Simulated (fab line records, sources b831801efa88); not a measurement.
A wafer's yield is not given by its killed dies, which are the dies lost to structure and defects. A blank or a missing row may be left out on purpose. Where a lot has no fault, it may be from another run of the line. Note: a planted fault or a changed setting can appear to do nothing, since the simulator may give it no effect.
Matching of chambers / flow gf180mcu / 3 sister chambers for GF_V5_CVD_02 on pecvd-02
The step deposits SiO2 from TEOS, target thk 1450 nm, time 163.28 s. 3 wafers are shown with their chamber, then 10 later ones without.

== WAFERS, EACH WITH ITS CHAMBER ==
wafer=L083.1; chamber=0; heater-power-w (W)=704
wafer=L087.1; chamber=1; heater-power-w (W)=684
wafer=L087.2; chamber=2; heater-power-w (W)=673

== WAFERS WITHOUT THEIR CHAMBER ==
wafer=L087.3; heater-power-w (W)=667
wafer=L087.4; heater-power-w (W)=758
wafer=L087.5; heater-power-w (W)=759
wafer=L087.6; heater-power-w (W)=576
wafer=L093.3; heater-power-w (W)=779
wafer=L093.5; heater-power-w (W)=799
wafer=L093.6; heater-power-w (W)=620
wafer=L097.1; heater-power-w (W)=598
wafer=L097.5; heater-power-w (W)=746
wafer=L097.6; heater-power-w (W)=686

== WHICH CHAMBER EACH ONE RAN IN ==
wafer=L087.3; from the rows above=can't be placed: 2 or 1 or 0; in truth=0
wafer=L087.4; from the rows above=can't be placed: 0 or 1 or 2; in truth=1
wafer=L087.5; from the rows above=can't be placed: 0 or 1 or 2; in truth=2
wafer=L087.6; from the rows above=can't be placed: 2 or 1 or 0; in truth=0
wafer=L093.3; from the rows above=can't be placed: 0 or 1 or 2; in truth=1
wafer=L093.5; from the rows above=can't be placed: 0 or 1 or 2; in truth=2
wafer=L093.6; from the rows above=can't be placed: 2 or 1 or 0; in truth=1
wafer=L097.1; from the rows above=can't be placed: 2 or 1 or 0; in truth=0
wafer=L097.5; from the rows above=can't be placed: 0 or 1 or 2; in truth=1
wafer=L097.6; from the rows above=can't be placed: 1 or 2 or 0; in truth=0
Placed correctly: 0 of 10. Cannot be placed on the basis of these rows: 10; the candidates contain the true chamber in 10. Number placed wrongly: 0.
How it was worked out, from the rows above alone: a wafer's distance from a chamber is the root of the sum, over the readings, of the square of ((its reading less the chamber's mean) divided by the reading's scatter). If the next closest chamber is less than 2 further off than the closest, the wafer can't be placed; otherwise it belongs to the closest. For every chamber, the mean is computed from those of its wafers that are shown. The scatter: with one shown wafer a chamber, the root of the mean of the squares of how far each hidden wafer lies from its nearest shown one.
